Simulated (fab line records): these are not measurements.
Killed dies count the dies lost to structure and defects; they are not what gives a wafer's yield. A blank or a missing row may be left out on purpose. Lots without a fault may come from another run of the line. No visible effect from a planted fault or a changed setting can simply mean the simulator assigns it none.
Problem report in the 8D (eight disciplines) form, filled by code | flow sfq line | the parts of the form that need people (team, actions taken, sign-off) are left out

## 1. WHAT WENT WRONG
Wafers without a fault read 3000.0 rpm, standard deviation 2.3; spin speed rpm at SFQ_TRILAYER_C5_LITHO_COAT_151 reads a mean of 2740.9 rpm on 6 wafers belonging to 2 lots. So: -99 or more standard deviations from the usual mean.
The step: resist thk 650 nm.
Seen first at day 69 22:39 on litho track-01, wafer L149.2. The record holds 18 wafers of 6 lots with a number at this step. The rule behind "out" and "out of limits": a value lying over 4 standard deviations away from the usual mean. The other wafers with a number count as sound.

## 2. WHAT IT IS, WHAT IT ISN'T
question                    | is                     | is not
which readings at this step | spin speed rpm         | -
which lots                  | L149, L152             | L142, L159, L160, L162
which wafers of those lots  | all that have a number | -
read on which tools         | litho track-01         | litho track-02, litho track-03
when                        | from day 69 22:39      | up to then (3 sound wafers); but 9 sound wafers of L159, L160, L162 came after

## 3. THE SUSPECTS, EACH WITH WHAT RULES IT OUT
Counting: any tool at a process step up to the reading is kept as a suspect provided that every lot that is out went through it and no sound lot did after the first of them.
- rie diel-03 at SFQ_TRILAYER_I5_BARC_OPEN_VIA_ETCH_200 (etches BARC in O2, target depth 125 nm, time 41.7 s): ruled out as a lasting fault. The sound lots L160 went through it after L149, its earliest lot that is out (day 69 21:20).
- rie diel-03 at SFQ_TRILAYER_I5_ETCH_VIA_ETCH_147 (etches the open film in CHF3, stops on Nb, target depth 360 nm): ruled out as a lasting fault. The sound lots L160 went through it after L149, its earliest lot that is out (day 69 21:22).
- litho track-01 at SFQ_TRILAYER_C5_LITHO_COAT_151 (resist thk 650 nm): ruled out as a lasting fault. The sound lots L159 went through it after L149, its earliest lot that is out (day 69 22:39).
Left after counting: nothing in the record.

## 4. THE CAUSE (what the simulator had put in)
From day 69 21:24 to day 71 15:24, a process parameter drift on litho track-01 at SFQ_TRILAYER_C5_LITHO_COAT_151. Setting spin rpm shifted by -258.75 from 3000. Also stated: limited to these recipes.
Counting ruled it out, wrongly.

## 5. THE CHAIN OF EFFECTS, in route order
One row per reading whose mean, taken over the struck wafers that have a number, lies over 3 standard deviations from the usual. Only readings for which the record gives a usual standard deviation are gone through. hours: the time from each lot's start at the first step in this table that gives one to its start at this step, as a median over the lots. sigmas: the change in usual standard deviations.
hours | step                           | reading        | usual      | on struck wafers | change | sigmas
0     | SFQ_TRILAYER_C5_LITHO_COAT_151 | spin speed rpm | 3000.0 rpm | 2740.9           | -259.1 | -99 or more
It contains these process steps:
- SFQ_TRILAYER_C5_LITHO_COAT_151: resist thk 650 nm.
Later measuring or inspecting steps at which every struck wafer that the step has a row for has a number for every such reading, and none has moved that far: SFQ_C5_OVL_MEAS_937.

## 6. HOW IT WOULD HAVE BEEN CAUGHT EARLIER
In this record the first reading out of limits was taken at day 69 22:39, 1 hour after the fault began at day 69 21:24.
